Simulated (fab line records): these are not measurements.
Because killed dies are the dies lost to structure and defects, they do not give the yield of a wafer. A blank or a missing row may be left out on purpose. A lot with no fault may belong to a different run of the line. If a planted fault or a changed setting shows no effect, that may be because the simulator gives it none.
Comparing a struck lot with a sound one :: flow sky130 :: 15 out of 708 route steps
Sound: these wafers, L843.1, L843.3, L843.4. Struck: wafer L857.2 (left out: L857.3, L857.4 of the same lot, which were not struck); the cause appears at the end.
At each step with rows: each side's tool, then ch and its chambers, then its first start. Under that, the readings that differ: sound wafers :: struck wafers :: difference of the means :: sigmas: that difference in standard deviations of wafers without a fault.
alike: readings whose means differ by less than 2 such deviations, and words and numbers that are the same on both sides. not compared: withheld readings, readings that some wafer has no value for, bounds like >300 that may hide the same value, and numbers for which the record gives no deviation and whose values overlap.
The two part at a step that has a row with sigmas, a row that says differs or no value, or rows on one side only. Numbers that don't overlap but have no deviation are shown without sigmas and don't part them. Lack of a reading on every wafer of one side parts them only where that side has two or more wafers.

SKY_VIA3_OVL_MEAS_13:
  sound: overlay-02 at day 40 17:46; struck: overlay-02 at day 46 17:04
  alike: VIA3_OVL
SKY_VIA3_ETCH_14: etches BARC in N2/H2, stops on SiO2, time 45.9 s, target depth 60 nm.
  sound on rie diel-03 ch 0,1,3, day 40 17:47; struck on rie diel-04 ch 2, day 46 17:05
reading: oes product au (a.u.)
sound: 0.864 0.863 0.859
struck: 0.845
difference: -0.017
sigmas: -4

reading: rf hours counter h (h)
sound: 16 20 12
struck: 26
difference: +10
sigmas: 
  alike: drypump motor current A, throttle valve pct
then, 1 step without rows for these wafers: SKY_VIA3_ETCH_15 (etches SiO2 in C4F8/O2/Ar, stops on TiN, target depth 507 nm, time 78 s).
SKY_VIA3_STRIP_16: strips in O2/N2.
  sound on plasma asher-04 ch 0,1, day 40 17:53; struck on plasma asher-02 ch 0, day 46 17:12
  alike: drypump motor current A, oes product au, strip time to endpoint s
  not compared: rf hours counter h
then, 3 steps without rows for these wafers: SKY_VIA3_STRIP_17 (strips in post etch residue remover, time 1200 s); SKY_VIA3_CLEAN_18 (cleans in IPA, time 180 s); SKY_VIA3_CLEAN_19 (cleans in O3/DIW).
SKY_VIA3_SPUTTER_20: material TiN, target thk 20 nm, time 80 s.
  sound: pvd sputter-04 at day 40 18:29; struck: pvd sputter-04 at day 46 17:47
  alike: chamber pressure pa, throttle valve pct
then, 1 step without rows for these wafers: SKY_VIA3_CVD_21 (deposits W, target thk 390 nm, time 117.31 s).
SKY_VIA3_RS_MEAS_22: the measuring method here is four-point-probe.
  sound: film metro-04 at day 40 18:41; struck: film metro-03 at day 46 17:59
  alike: VIA3_W_RS
SKY_VIA3_THK_MEAS_23: measures by xrf.
  sound: film metro-04 at day 40 18:48; struck: film metro-03 at day 46 18:06
  alike: VIA3_W_THK
SKY_VIA3_CMP_24: polishes, stops on SiO2, t overpolish 20 s, target thk 0 nm.
  sound on cmp-01 ch 0,2,3, day 40 18:52; struck on cmp-02 ch 3, day 46 18:09
  alike: head pressure psi, motor current A, overpolish run s, time to endpoint s
SKY_METAL4_SPUTTER_00: material Ti, target thk 15 nm, time 10 s.
  sound: pvd sputter-01 at day 40 19:10; struck: pvd sputter-01 at day 46 18:27
reading: chamber pressure pa (Pa)
sound: 0.4007 0.4005 0.3999
struck: 0.4466
difference: +0.0462
sigmas: +53
  alike: throttle valve pct
  not compared: model.Ti_of_METAL4_SPUTTER_00.thk nm
SKY_METAL4_SPUTTER_01: material TiN, target thk 20 nm, time 16.7 s.
  sound: pvd sputter-01 at day 40 19:11; struck: pvd sputter-01 at day 46 18:28
  alike: chamber pressure pa, throttle valve pct
next, for these wafers, 1 step has no rows: SKY_PAD_OPEN_PROBE_99.

## WHERE THEY PART
First at SKY_VIA3_ETCH_14; last, within this record, at SKY_METAL4_SPUTTER_00. Later steps at which nothing parts them and some readings are alike: SKY_METAL4_SPUTTER_01.

WHY: whatever the simulator had introduced
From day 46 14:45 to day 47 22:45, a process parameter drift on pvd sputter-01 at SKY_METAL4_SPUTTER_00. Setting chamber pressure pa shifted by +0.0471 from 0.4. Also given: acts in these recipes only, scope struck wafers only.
